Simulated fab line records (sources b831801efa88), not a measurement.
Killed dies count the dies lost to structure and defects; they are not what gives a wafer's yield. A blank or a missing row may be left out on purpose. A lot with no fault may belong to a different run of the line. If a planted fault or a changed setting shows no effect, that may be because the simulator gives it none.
Which tool is to blame? || flow sfq line || Sampling: 15 lots, 45 wafers, 4 of 325 route steps

WHAT EACH GAUGE READ, for each wafer
No reading from a measuring or inspecting step in the record can be judged against a usual standard deviation.

TOOL THAT RAN EACH LOT (tool first, then ch and the chambers of the sampled wafers, then the start)
{"lot": "L627", "SFQ_TRILAYER_I3_DEP_PECVD_081": "pecvd-01 ch 0,2, day 40 18:35", "SFQ_TRILAYER_I4_VIA_BARC_OPEN_VIA_ETCH_146": "rie diel-03 ch 0,1,3, day 47 15:07", "SFQ_TRILAYER_JJ_CE_ETCH_RIE_118": "rie metal-03 ch 0,1, day 47 21:00", "SFQ_TRILAYER_M5_BARC_OPEN_METAL_ETCH_161": "rie metal-01 ch 0,1, day 52 19:43"}
{"lot": "L630", "SFQ_TRILAYER_I3_DEP_PECVD_081": "pecvd-03 ch 1,2, day 41 01:47", "SFQ_TRILAYER_I4_VIA_BARC_OPEN_VIA_ETCH_146": "rie diel-03 ch 1,2,3, day 48 04:26", "SFQ_TRILAYER_JJ_CE_ETCH_RIE_118": "rie metal-03 ch 0,1, day 53 00:15", "SFQ_TRILAYER_M5_BARC_OPEN_METAL_ETCH_161": "rie metal-04 ch 0,1, day 53 10:07"}
{"lot": "L632", "SFQ_TRILAYER_I3_DEP_PECVD_081": "pecvd-04 ch 0,2, day 41 05:23", "SFQ_TRILAYER_I4_VIA_BARC_OPEN_VIA_ETCH_146": "rie diel-04 ch 1,3, day 48 10:54", "SFQ_TRILAYER_JJ_CE_ETCH_RIE_118": "rie metal-03 ch 0, day 53 07:27", "SFQ_TRILAYER_M5_BARC_OPEN_METAL_ETCH_161": "rie metal-04 ch 0,1, day 53 17:19"}
{"lot": "L633", "SFQ_TRILAYER_I3_DEP_PECVD_081": "pecvd-03 ch 0,1,2, day 41 11:23", "SFQ_TRILAYER_I4_VIA_BARC_OPEN_VIA_ETCH_146": "rie diel-03 ch 0,2,3, day 48 20:49", "SFQ_TRILAYER_JJ_CE_ETCH_RIE_118": "rie metal-02 ch 0,1, day 54 01:27", "SFQ_TRILAYER_M5_BARC_OPEN_METAL_ETCH_161": "rie metal-03 ch 0,1, day 59 08:22"}
{"lot": "L634", "SFQ_TRILAYER_I3_DEP_PECVD_081": "pecvd-04 ch 0,1,2, day 41 14:59", "SFQ_TRILAYER_I4_VIA_BARC_OPEN_VIA_ETCH_146": "rie diel-03 ch 0,1,2, day 49 04:01", "SFQ_TRILAYER_JJ_CE_ETCH_RIE_118": "rie metal-04 ch 0,1, day 54 14:33", "SFQ_TRILAYER_M5_BARC_OPEN_METAL_ETCH_161": "rie metal-01 ch 0,1, day 59 19:10"}
{"lot": "L635", "SFQ_TRILAYER_I3_DEP_PECVD_081": "pecvd-04 ch 0,1, day 43 07:35", "SFQ_TRILAYER_I4_VIA_BARC_OPEN_VIA_ETCH_146": "rie diel-02 ch 1,2,3, day 50 05:13", "SFQ_TRILAYER_JJ_CE_ETCH_RIE_118": "rie metal-04 ch 0,1, day 55 07:21", "SFQ_TRILAYER_M5_BARC_OPEN_METAL_ETCH_161": "rie metal-04 ch 0, day 60 23:03"}
{"lot": "L638", "SFQ_TRILAYER_I3_DEP_PECVD_081": "pecvd-01 ch 0,1, day 43 12:23", "SFQ_TRILAYER_I4_VIA_BARC_OPEN_VIA_ETCH_146": "rie diel-04 ch 0,1,2, day 50 13:37", "SFQ_TRILAYER_JJ_CE_ETCH_RIE_118": "rie metal-03 ch 0, day 55 18:09", "SFQ_TRILAYER_M5_BARC_OPEN_METAL_ETCH_161": "rie metal-01 ch 0,1, day 61 07:11"}
{"lot": "L640", "SFQ_TRILAYER_I3_DEP_PECVD_081": "pecvd-04 ch 0,1,2, day 43 14:47", "SFQ_TRILAYER_I4_VIA_BARC_OPEN_VIA_ETCH_146": "rie diel-02 ch 0,2, day 50 18:25", "SFQ_TRILAYER_JJ_CE_ETCH_RIE_118": "rie metal-03 ch 0,1, day 56 01:21", "SFQ_TRILAYER_M5_BARC_OPEN_METAL_ETCH_161": "rie metal-04 ch 0, day 61 12:01"}
{"lot": "L642", "SFQ_TRILAYER_I3_DEP_PECVD_081": "pecvd-03 ch 0,1,2, day 43 17:11", "SFQ_TRILAYER_I4_VIA_BARC_OPEN_VIA_ETCH_146": "rie diel-02 ch 0,3, day 50 20:56", "SFQ_TRILAYER_JJ_CE_ETCH_RIE_118": "rie metal-04 ch 0,1, day 56 06:09", "SFQ_TRILAYER_M5_BARC_OPEN_METAL_ETCH_161": "rie metal-04 ch 0, day 61 16:02"}
{"lot": "L643", "SFQ_TRILAYER_I3_DEP_PECVD_081": "pecvd-04 ch 0,1,2, day 43 18:23", "SFQ_TRILAYER_I4_VIA_BARC_OPEN_VIA_ETCH_146": "rie diel-03 ch 0,1,3, day 50 22:08", "SFQ_TRILAYER_JJ_CE_ETCH_RIE_118": "rie metal-02 ch 0,1, day 56 08:33", "SFQ_TRILAYER_M5_BARC_OPEN_METAL_ETCH_161": "rie metal-03 ch 0,1, day 61 18:25"}
{"lot": "L644", "SFQ_TRILAYER_I3_DEP_PECVD_081": "pecvd-03 ch 0,1, day 49 19:23", "SFQ_TRILAYER_I4_VIA_BARC_OPEN_VIA_ETCH_146": "rie diel-03 ch 0,1, day 51 03:19", "SFQ_TRILAYER_JJ_CE_ETCH_RIE_118": "rie metal-04 ch 0,1, day 56 13:23", "SFQ_TRILAYER_M5_BARC_OPEN_METAL_ETCH_161": "rie metal-04 ch 0,1, day 61 20:50"}
{"lot": "L645", "SFQ_TRILAYER_I3_DEP_PECVD_081": "pecvd-04 ch 0,1,2, day 50 10:59", "SFQ_TRILAYER_I4_VIA_BARC_OPEN_VIA_ETCH_146": "rie diel-02 ch 1,2, day 51 16:40", "SFQ_TRILAYER_JJ_CE_ETCH_RIE_118": "rie metal-02 ch 0,1, day 56 18:09", "SFQ_TRILAYER_M5_BARC_OPEN_METAL_ETCH_161": "rie metal-03 ch 0,1, day 62 01:37"}
{"lot": "L646", "SFQ_TRILAYER_I3_DEP_PECVD_081": "pecvd-01 ch 0,1,2, day 50 16:44", "SFQ_TRILAYER_I4_VIA_BARC_OPEN_VIA_ETCH_146": "rie diel-04 ch 0,1,2, day 51 21:40", "SFQ_TRILAYER_JJ_CE_ETCH_RIE_118": "rie metal-02 ch 0,1, day 57 00:09", "SFQ_TRILAYER_M5_BARC_OPEN_METAL_ETCH_161": "rie metal-01 ch 0,1, day 62 05:13"}
{"lot": "L647", "SFQ_TRILAYER_I3_DEP_PECVD_081": "pecvd-01 ch 0,1, day 51 05:58", "SFQ_TRILAYER_I4_VIA_BARC_OPEN_VIA_ETCH_146": "rie diel-03 ch 0,1,2, day 53 20:55", "SFQ_TRILAYER_JJ_CE_ETCH_RIE_118": "rie metal-02 ch 0,1, day 57 08:21", "SFQ_TRILAYER_M5_BARC_OPEN_METAL_ETCH_161": "rie metal-01 ch 0,1, day 62 12:25"}
{"lot": "L648", "SFQ_TRILAYER_I3_DEP_PECVD_081": "pecvd-03 ch 0,2, day 52 00:16", "SFQ_TRILAYER_I4_VIA_BARC_OPEN_VIA_ETCH_146": "rie diel-04 ch 0,2, day 58 10:46", "SFQ_TRILAYER_JJ_CE_ETCH_RIE_118": "rie metal-04 ch 0,1, day 63 18:31", "SFQ_TRILAYER_M5_BARC_OPEN_METAL_ETCH_161": "rie metal-03 ch 0,1, day 63 22:19"}
- SFQ_TRILAYER_I3_DEP_PECVD_081: deposits SiO2 from SiH4/N2O, time 111.11 s, target thk 500 nm.
- SFQ_TRILAYER_I4_VIA_BARC_OPEN_VIA_ETCH_146: etches BARC in O2, target depth 125 nm, time 41.7 s.
- SFQ_TRILAYER_JJ_CE_ETCH_RIE_118: chemistry SF6, target Nb, stops on Al2O3, time 97.7 s, target depth 170 nm.
- SFQ_TRILAYER_M5_BARC_OPEN_METAL_ETCH_161: etches BARC in O2, target depth 125 nm, time 41.7 s.

AS READ BY THE TOOLS THEMSELVES (means over the sampled wafers that have a number; for cases with no such wafer, the mark the record gives instead)
SFQ_TRILAYER_I3_DEP_PECVD_081.
{"lot": "L627", "tool": "pecvd-01", "chamber pressure Torr (Torr)": 2.395, "heater power outer w (W)": 26, "heater power w (W)": 78, "throttle valve pct (%)": 22.6}
{"lot": "L630", "tool": "pecvd-03", "chamber pressure Torr (Torr)": 2.404, "heater power outer w (W)": 19, "heater power w (W)": 58, "throttle valve pct (%)": 23.0}
{"lot": "L632", "tool": "pecvd-04", "chamber pressure Torr (Torr)": 2.398, "heater power outer w (W)": 27, "heater power w (W)": 86, "throttle valve pct (%)": 25.5}
{"lot": "L633", "tool": "pecvd-03", "chamber pressure Torr (Torr)": 2.399, "heater power outer w (W)": 29, "heater power w (W)": 80, "throttle valve pct (%)": 23.4}
{"lot": "L634", "tool": "pecvd-04", "chamber pressure Torr (Torr)": 2.400, "heater power outer w (W)": 35, "heater power w (W)": 92, "throttle valve pct (%)": 25.7}
{"lot": "L635", "tool": "pecvd-04", "chamber pressure Torr (Torr)": 2.399, "heater power outer w (W)": 33, "heater power w (W)": 89, "throttle valve pct (%)": 26.2}
{"lot": "L638", "tool": "pecvd-01", "chamber pressure Torr (Torr)": 2.400, "heater power outer w (W)": 27, "heater power w (W)": 73, "throttle valve pct (%)": 22.5}
{"lot": "L640", "tool": "pecvd-04", "chamber pressure Torr (Torr)": 2.401, "heater power outer w (W)": 29, "heater power w (W)": 83, "throttle valve pct (%)": 25.7}
{"lot": "L642", "tool": "pecvd-03", "chamber pressure Torr (Torr)": 2.399, "heater power outer w (W)": 29, "heater power w (W)": 80, "throttle valve pct (%)": 23.4}
{"lot": "L643", "tool": "pecvd-04", "chamber pressure Torr (Torr)": 2.400, "heater power outer w (W)": 35, "heater power w (W)": 93, "throttle valve pct (%)": 25.9}
{"lot": "L644", "tool": "pecvd-03", "chamber pressure Torr (Torr)": 2.394, "heater power outer w (W)": 29, "heater power w (W)": 91, "throttle valve pct (%)": 24.1}
{"lot": "L645", "tool": "pecvd-04", "chamber pressure Torr (Torr)": 2.401, "heater power outer w (W)": 32, "heater power w (W)": 87, "throttle valve pct (%)": 25.6}
{"lot": "L646", "tool": "pecvd-01", "chamber pressure Torr (Torr)": 2.401, "heater power outer w (W)": 32, "heater power w (W)": 88, "throttle valve pct (%)": 23.4}
{"lot": "L647", "tool": "pecvd-01", "chamber pressure Torr (Torr)": 2.400, "heater power outer w (W)": 33, "heater power w (W)": 90, "throttle valve pct (%)": 23.6}
{"lot": "L648", "tool": "pecvd-03", "chamber pressure Torr (Torr)": 2.406, "heater power outer w (W)": 35, "heater power w (W)": 98, "throttle valve pct (%)": 24.1}

SFQ_TRILAYER_I4_VIA_BARC_OPEN_VIA_ETCH_146.
{"lot": "L627", "tool": "rie diel-03", "bias w (W)": 80.13, "chamber pressure mTorr (mTorr)": 29.99, "drypump motor current A (A)": 5.2, "oes product au (a.u.)": 0.688}
{"lot": "L630", "tool": "rie diel-03", "bias w (W)": 79.97, "chamber pressure mTorr (mTorr)": 29.99, "drypump motor current A (A)": 5.3, "oes product au (a.u.)": 0.691}
{"lot": "L632", "tool": "rie diel-04", "bias w (W)": 80.18, "chamber pressure mTorr (mTorr)": 29.99, "drypump motor current A (A)": 5.8, "oes product au (a.u.)": 0.684}
{"lot": "L633", "tool": "rie diel-03", "bias w (W)": 79.98, "chamber pressure mTorr (mTorr)": 30.01, "drypump motor current A (A)": 5.7, "oes product au (a.u.)": 0.683}
{"lot": "L634", "tool": "rie diel-03", "bias w (W)": 80.03, "chamber pressure mTorr (mTorr)": 30.01, "drypump motor current A (A)": 5.6, "oes product au (a.u.)": 0.685}
{"lot": "L635", "tool": "rie diel-02", "bias w (W)": 80.24, "chamber pressure mTorr (mTorr)": 30.02, "drypump motor current A (A)": 5.7, "oes product au (a.u.)": 0.685}
{"lot": "L638", "tool": "rie diel-04", "bias w (W)": 79.91, "chamber pressure mTorr (mTorr)": 30.03, "drypump motor current A (A)": 5.7, "oes product au (a.u.)": 0.681}
{"lot": "L640", "tool": "rie diel-02", "bias w (W)": 80.13, "chamber pressure mTorr (mTorr)": 30.00, "drypump motor current A (A)": 5.5, "oes product au (a.u.)": 0.688}
{"lot": "L642", "tool": "rie diel-02", "bias w (W)": 79.88, "chamber pressure mTorr (mTorr)": 29.99, "drypump motor current A (A)": 5.6, "oes product au (a.u.)": 0.685}
{"lot": "L643", "tool": "rie diel-03", "bias w (W)": 79.92, "chamber pressure mTorr (mTorr)": 30.01, "drypump motor current A (A)": 5.2, "oes product au (a.u.)": 0.683}
{"lot": "L644", "tool": "rie diel-03", "bias w (W)": 79.92, "chamber pressure mTorr (mTorr)": 29.98, "drypump motor current A (A)": 5.1, "oes product au (a.u.)": 0.686}
{"lot": "L645", "tool": "rie diel-02", "bias w (W)": 79.98, "chamber pressure mTorr (mTorr)": 30.01, "drypump motor current A (A)": 5.7, "oes product au (a.u.)": 0.685}
{"lot": "L646", "tool": "rie diel-04", "bias w (W)": 80.38, "chamber pressure mTorr (mTorr)": 29.98, "drypump motor current A (A)": 5.7, "oes product au (a.u.)": 0.685}
{"lot": "L647", "tool": "rie diel-03", "bias w (W)": 80.06, "chamber pressure mTorr (mTorr)": 30.02, "drypump motor current A (A)": 5.6, "oes product au (a.u.)": 0.687}
{"lot": "L648", "tool": "rie diel-04", "bias w (W)": 80.15, "chamber pressure mTorr (mTorr)": 30.00, "drypump motor current A (A)": 5.7, "oes product au (a.u.)": 0.686}

SFQ_TRILAYER_JJ_CE_ETCH_RIE_118.
{"lot": "L627", "tool": "rie metal-03", "bias w (W)": 80.08, "drypump motor current A (A)": 6.3, "oes product au (a.u.)": 0.986}
{"lot": "L630", "tool": "rie metal-03", "bias w (W)": 80.23, "drypump motor current A (A)": 6.5, "oes product au (a.u.)": 0.988}
{"lot": "L632", "tool": "rie metal-03", "bias w (W)": 80.11, "drypump motor current A (A)": 6.2, "oes product au (a.u.)": 0.992}
{"lot": "L633", "tool": "rie metal-02", "bias w (W)": 80.16, "drypump motor current A (A)": 5.7, "oes product au (a.u.)": 0.993}
{"lot": "L634", "tool": "rie metal-04", "bias w (W)": 80.25, "drypump motor current A (A)": 5.7, "oes product au (a.u.)": 0.989}
{"lot": "L635", "tool": "rie metal-04", "bias w (W)": 79.79, "drypump motor current A (A)": 5.6, "oes product au (a.u.)": 0.984}
{"lot": "L638", "tool": "rie metal-03", "bias w (W)": 80.17, "drypump motor current A (A)": 6.2, "oes product au (a.u.)": 0.993}
{"lot": "L640", "tool": "rie metal-03", "bias w (W)": 80.12, "drypump motor current A (A)": 6.3, "oes product au (a.u.)": 0.982}
{"lot": "L642", "tool": "rie metal-04", "bias w (W)": 79.99, "drypump motor current A (A)": 5.6, "oes product au (a.u.)": 0.988}
{"lot": "L643", "tool": "rie metal-02", "bias w (W)": 80.06, "drypump motor current A (A)": 5.9, "oes product au (a.u.)": 0.990}
{"lot": "L644", "tool": "rie metal-04", "bias w (W)": 79.55, "drypump motor current A (A)": 5.7, "oes product au (a.u.)": 0.992}
{"lot": "L645", "tool": "rie metal-02", "bias w (W)": 80.05, "drypump motor current A (A)": 5.9, "oes product au (a.u.)": 0.995}
{"lot": "L646", "tool": "rie metal-02", "bias w (W)": 80.11, "drypump motor current A (A)": 5.9, "oes product au (a.u.)": 0.987}
{"lot": "L647", "tool": "rie metal-02", "bias w (W)": 80.03, "drypump motor current A (A)": 5.7, "oes product au (a.u.)": 0.994}
{"lot": "L648", "tool": "rie metal-04", "bias w (W)": 80.31, "drypump motor current A (A)": 5.6, "oes product au (a.u.)": 0.982}

SFQ_TRILAYER_M5_BARC_OPEN_METAL_ETCH_161.
{"lot": "L627", "tool": "rie metal-01", "bias w (W)": 79.77, "chamber pressure mTorr (mTorr)": 9.996, "drypump motor current A (A)": 5.5, "oes product au (a.u.)": 0.683}
{"lot": "L630", "tool": "rie metal-04", "bias w (W)": 80.14, "chamber pressure mTorr (mTorr)": 10.002, "drypump motor current A (A)": 5.6, "oes product au (a.u.)": 0.683}
{"lot": "L632", "tool": "rie metal-04", "bias w (W)": 80.19, "chamber pressure mTorr (mTorr)": 9.992, "drypump motor current A (A)": 5.6, "oes product au (a.u.)": 0.683}
{"lot": "L633", "tool": "rie metal-03", "bias w (W)": 80.48, "chamber pressure mTorr (mTorr)": 9.996, "drypump motor current A (A)": 6.5, "oes product au (a.u.)": 0.683}
{"lot": "L634", "tool": "rie metal-01", "bias w (W)": 79.97, "chamber pressure mTorr (mTorr)": 9.996, "drypump motor current A (A)": 5.4, "oes product au (a.u.)": 0.685}
{"lot": "L635", "tool": "rie metal-04", "bias w (W)": 80.02, "chamber pressure mTorr (mTorr)": 9.992, "drypump motor current A (A)": 5.7, "oes product au (a.u.)": 0.689}
{"lot": "L638", "tool": "rie metal-01", "bias w (W)": 80.07, "chamber pressure mTorr (mTorr)": 10.003, "drypump motor current A (A)": 5.5, "oes product au (a.u.)": 0.686}
{"lot": "L640", "tool": "rie metal-04", "bias w (W)": 79.93, "chamber pressure mTorr (mTorr)": 11.998, "drypump motor current A (A)": 5.7, "oes product au (a.u.)": 0.683}
{"lot": "L642", "tool": "rie metal-04", "bias w (W)": 79.59, "chamber pressure mTorr (mTorr)": 12.000, "drypump motor current A (A)": 5.7, "oes product au (a.u.)": 0.684}
{"lot": "L643", "tool": "rie metal-03", "bias w (W)": 80.12, "chamber pressure mTorr (mTorr)": 10.002, "drypump motor current A (A)": 6.3, "oes product au (a.u.)": 0.683}
{"lot": "L644", "tool": "rie metal-04", "bias w (W)": 79.82, "chamber pressure mTorr (mTorr)": 12.001, "drypump motor current A (A)": 5.6, "oes product au (a.u.)": 0.685}
{"lot": "L645", "tool": "rie metal-03", "bias w (W)": 80.21, "chamber pressure mTorr (mTorr)": 10.004, "drypump motor current A (A)": 6.3, "oes product au (a.u.)": 0.683}
{"lot": "L646", "tool": "rie metal-01", "bias w (W)": 80.03, "chamber pressure mTorr (mTorr)": 9.992, "drypump motor current A (A)": 5.5, "oes product au (a.u.)": 0.687}
{"lot": "L647", "tool": "rie metal-01", "bias w (W)": 79.83, "chamber pressure mTorr (mTorr)": 10.004, "drypump motor current A (A)": 5.4, "oes product au (a.u.)": 0.686}
{"lot": "L648", "tool": "rie metal-03", "bias w (W)": 79.99, "chamber pressure mTorr (mTorr)": 10.001, "drypump motor current A (A)": 6.3, "oes product au (a.u.)": 0.682}

THE ANSWER, worked out from the rows above alone
Rule: the lots themselves supply what counts as usual. Put in order of their means at a reading, lots are off if they are a third of the lots or fewer, leave a main group of 4 or more, and stand apart from it by a gap of 3 or more times the standard deviation of the main group's means; of several such gaps the widest counts. A main group is skipped when, at the precision printed for the reading in the tables above, its means are all equal. A lot without any number at a reading at which 4 lots or more have one is off too. Any other lot the step has rows for is counted as sound. The gauges are gone through in route order, then the tools' own readings, and for those a lot's mean is taken as printed above. The first step at which some lot is off is used, and at that step the reading that is off furthest; a lot without a number counts as furthest.
Off: L640, L642, L644, at SFQ_TRILAYER_M5_BARC_OPEN_METAL_ETCH_161 (chamber pressure mTorr). Main group: mean 9.998 mTorr, sd 0.0046.
A tool fits if, at that step or a process step before it, it ran every lot that is off, and no sound lot after the first of them. One fits: rie metal-04 at SFQ_TRILAYER_M5_BARC_OPEN_METAL_ETCH_161. Its last sound lot is L635 (day 60 23:03), its first lot that is off L640 (day 61 12:01): a fault that began between those two fits.
The tool's own readings at SFQ_TRILAYER_M5_BARC_OPEN_METAL_ETCH_161 bear it out: on the lots that are off they differ by more than 5 times the standard deviation of the sound lots' means. chamber pressure mTorr reads 12.000 mTorr there against 9.998 mTorr on the sound lots.

WHAT WAS PUT IN BY THE SIMULATOR
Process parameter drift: rie metal-04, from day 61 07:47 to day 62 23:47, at SFQ_TRILAYER_M5_BARC_OPEN_METAL_ETCH_161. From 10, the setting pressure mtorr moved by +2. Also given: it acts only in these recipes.
Lots struck among those shown: L640, L642, L644. The rule above reached the same finding.
